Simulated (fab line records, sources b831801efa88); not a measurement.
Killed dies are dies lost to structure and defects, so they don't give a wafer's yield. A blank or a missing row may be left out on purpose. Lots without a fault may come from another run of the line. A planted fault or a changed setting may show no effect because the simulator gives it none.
Which tool did it? | flow gf180mcu | 10 lots, 30 wafers sampled, at 6 steps of a route of 602

WHAT THE GAUGES READ, wafer by wafer
GF_TOP_METAL_RS_MEAS_05: measures by four-point-probe. Usual: TOP_METAL_ALCU_RS 0.0326 ohm/sq, standard deviation 0.00035.
lot  | measured     | on            | TOP_METAL_ALCU_RS (ohm/sq) | flag
L495 | day 27 03:32 | film_metro-04 | 0.0329 0.0323 0.0326       |
L501 | day 29 06:02 | film_metro-04 | 0.0328 0.0328 0.0326       |
L502 | day 29 14:51 | film_metro-01 | 0.0325 0.0324 0.0330       |
L503 | day 29 18:57 | film_metro-01 | 0.0331 0.0330 0.0329       |
L504 | day 30 07:57 | film_metro-04 | 0.0319 0.0325 0.0327       |
L505 | day 30 10:35 | film_metro-04 | 0.0316 0.0313 0.0314       | OFF
L506 | day 30 13:25 | film_metro-04 | 0.0325 0.0326 0.0327       |
L507 | day 30 21:38 | film_metro-01 | 0.0310 0.0313 0.0313       | OFF
L515 | day 32 23:42 | film_metro-04 | 0.0325 0.0326 0.0326       |
L518 | day 33 14:10 | film_metro-04 | 0.0329 0.0324 0.0330       |

GF_TOP_METAL_THK_MEAS_06: measures by xrf. Usual: TOP_METAL_ALCU_THK 901 nm, standard deviation 9.7.
lot  | measured     | on            | TOP_METAL_ALCU_THK (nm) | flag
L495 | day 27 03:39 | film_metro-04 | 894 911 902             |
L501 | day 29 06:08 | film_metro-04 | 891 892 901             |
L502 | day 29 14:56 | film_metro-01 | 907 914 894             |
L503 | day 29 19:04 | film_metro-01 | 891 890 898             |
L504 | day 30 08:04 | film_metro-04 | 923 903 898             |
L505 | day 30 10:43 | film_metro-04 | 936 939 938             | OFF
L506 | day 30 13:31 | film_metro-04 | 903 903 900             |
L507 | day 30 21:45 | film_metro-01 | 948 938 937             | OFF
L515 | day 32 23:47 | film_metro-04 | 903 901 901             |
L518 | day 33 14:17 | film_metro-04 | 891 902 889             |

WHICH TOOL RAN EACH LOT (tool, then ch and the chambers of the sampled wafers, then the start)
lot  | GF_M4_SPUTTER_03             | GF_MIM_SPUTTER_03            | GF_V5_CVD_02                    | GF_TOP_METAL_SPUTTER_02
L495 | pvd_sputter-01, day 22 07:07 | pvd_sputter-04, day 24 07:59 | pecvd-04 ch 0,2, day 26 05:32   | pvd_sputter-01, day 27 03:26
L501 | pvd_sputter-02, day 24 17:43 | pvd_sputter-03, day 26 15:26 | pecvd-02 ch 0,1,2, day 28 08:56 | pvd_sputter-04, day 29 05:54
L502 | pvd_sputter-02, day 25 03:31 | pvd_sputter-04, day 27 00:08 | pecvd-03 ch 0,1,2, day 28 17:30 | pvd_sputter-01, day 29 14:42
L503 | pvd_sputter-02, day 25 08:14 | pvd_sputter-04, day 27 05:08 | pecvd-03 ch 1,2, day 28 21:35   | pvd_sputter-02, day 29 18:52
L504 | pvd_sputter-01, day 25 23:21 | pvd_sputter-04, day 27 18:58 | pecvd-04 ch 1,2, day 29 11:14   | pvd_sputter-02, day 30 07:52
L505 | pvd_sputter-01, day 26 00:55 | pvd_sputter-01, day 27 21:26 | pecvd-02 ch 0,1, day 29 13:49   | pvd_sputter-02, day 30 10:30
L506 | pvd_sputter-01, day 26 03:57 | pvd_sputter-01, day 28 00:23 | pecvd-02 ch 0,2, day 29 17:09   | pvd_sputter-01, day 30 13:17
L507 | pvd_sputter-01, day 26 14:09 | pvd_sputter-01, day 28 09:44 | pecvd-04 ch 0,2, day 30 01:26   | pvd_sputter-02, day 30 21:32
L515 | pvd_sputter-04, day 29 00:00 | pvd_sputter-04, day 30 16:22 | pecvd-04 ch 0,2, day 32 05:02   | pvd_sputter-01, day 32 23:33
L518 | pvd_sputter-02, day 29 16:00 | pvd_sputter-03, day 31 08:02 | pecvd-03 ch 0,1,2, day 32 19:41 | pvd_sputter-04, day 33 14:05
- GF_M4_SPUTTER_03: material Ti, target thk 10 nm, time 6.7 s.
- GF_MIM_SPUTTER_03: material Ti, target thk 10 nm, time 6.7 s.
- GF_V5_CVD_02: deposits SiO2 from TEOS, target thk 1450 nm, time 163.28 s.
- GF_TOP_METAL_SPUTTER_02: material AlCu, target thk 900 nm, time 47.82 s.

WHAT THE TOOLS THEMSELVES READ (means of the sampled wafers that have a number; where no wafer has one, the mark that the record gives instead)
GF_M4_SPUTTER_03. Usual: chamber_pressure_pa 0.3001 Pa, standard deviation 0.00061; throttle_valve_pct 30.1 %, standard deviation 0.98.
lot  | tool           | chamber_pressure_pa (Pa) | throttle_valve_pct (%) | flag
L495 | pvd_sputter-01 | 0.3006                   | 29.5                   |
L501 | pvd_sputter-02 | 0.3000                   | 30.1                   |
L502 | pvd_sputter-02 | 0.3003                   | 30.8                   |
L503 | pvd_sputter-02 | 0.2999                   | 31.1                   |
L504 | pvd_sputter-01 | 0.2999                   | 29.7                   |
L505 | pvd_sputter-01 | 0.3008                   | 28.9                   |
L506 | pvd_sputter-01 | 0.3000                   | 29.5                   |
L507 | pvd_sputter-01 | 0.2996                   | 29.3                   |
L515 | pvd_sputter-04 | 0.3005                   | 30.4                   |
L518 | pvd_sputter-02 | 0.3002                   | 30.7                   |

GF_MIM_SPUTTER_03. Usual: chamber_pressure_pa 0.3001 Pa, standard deviation 0.00061; throttle_valve_pct 30.1 %, standard deviation 1.1.
lot  | tool           | chamber_pressure_pa (Pa) | throttle_valve_pct (%) | flag
L495 | pvd_sputter-04 | 0.2999                   | 30.2                   |
L501 | pvd_sputter-03 | 0.3005                   | 30.9                   |
L502 | pvd_sputter-04 | 0.2998                   | 30.0                   |
L503 | pvd_sputter-04 | 0.2997                   | 30.3                   |
L504 | pvd_sputter-04 | 0.2998                   | 29.3                   |
L505 | pvd_sputter-01 | 0.3004                   | 30.0                   |
L506 | pvd_sputter-01 | 0.2996                   | 30.0                   |
L507 | pvd_sputter-01 | 0.3006                   | 29.6                   |
L515 | pvd_sputter-04 | 0.2999                   | 30.2                   |
L518 | pvd_sputter-03 | 0.3000                   | 31.1                   |

GF_V5_CVD_02. Usual: heater_power_w 657 W, standard deviation 100; rf_fwd_power_W 597.4 W, standard deviation 1.9.
lot  | tool     | heater_power_w (W) | rf_fwd_power_W (W) | flag
L495 | pecvd-04 | 627                | 599.4              |
L501 | pecvd-02 | 553                | 598.6              |
L502 | pecvd-03 | 720                | 597.7              |
L503 | pecvd-03 | 723                | 596.6              |
L504 | pecvd-04 | 690                | 597.7              |
L505 | pecvd-02 | 625                | 598.3              |
L506 | pecvd-02 | 487                | 596.9              |
L507 | pecvd-04 | 681                | 597.2              |
L515 | pecvd-04 | 657                | 597.7              |
L518 | pecvd-03 | 720                | 598.4              |

GF_TOP_METAL_SPUTTER_02. Usual: chamber_pressure_pa 0.2999 Pa, standard deviation 0.00056; throttle_valve_pct 29.9 %, standard deviation 0.96.
lot  | tool           | chamber_pressure_pa (Pa) | throttle_valve_pct (%) | flag
L495 | pvd_sputter-01 | 0.2996                   | 29.5                   |
L501 | pvd_sputter-04 | 0.2996                   | 29.8                   |
L502 | pvd_sputter-01 | 0.3004                   | 29.3                   |
L503 | pvd_sputter-02 | 0.3001                   | 30.1                   |
L504 | pvd_sputter-02 | 0.3000                   | 30.8                   |
L505 | pvd_sputter-02 | 0.2998                   | 30.2                   |
L506 | pvd_sputter-01 | 0.3000                   | 28.8                   |
L507 | pvd_sputter-02 | 0.3000                   | 31.1                   |
L515 | pvd_sputter-01 | 0.3003                   | 29.3                   |
L518 | pvd_sputter-04 | 0.3000                   | 30.1                   |

THE ANSWER, worked out from the rows above alone
Rule: a lot is off if the mean of its wafers that have a number lies more than 3 standard deviations from the usual mean. A lot without any number at a reading at which 4 lots or more have one is off too. The other lots that the step has rows for count as sound. The gauges are gone through in route order, then the tools' own readings, and for those a lot's mean is taken as printed above. The first step at which some lot is off is used, and at that step the reading that is off furthest; a lot without a number counts as furthest.
Off: L505, L507, at GF_TOP_METAL_RS_MEAS_05 (TOP_METAL_ALCU_RS).
A tool fits if, at a process step before that reading, it ran every lot that is off, and no sound lot after the first of them. The gauges at GF_TOP_METAL_RS_MEAS_05 are tried like those tools. One fits: pvd_sputter-02 at GF_TOP_METAL_SPUTTER_02. Its last sound lot is L504 (day 30 07:52), its first lot that is off L505 (day 30 10:30): a fault that began between those two fits.

WHAT THE SIMULATOR HAD PUT IN
Process parameter drift: pvd_sputter-02, from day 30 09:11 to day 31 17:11, at GF_TOP_METAL_SPUTTER_02. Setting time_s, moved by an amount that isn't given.
Lots struck among those shown: L505, L507. The rule above found the same.
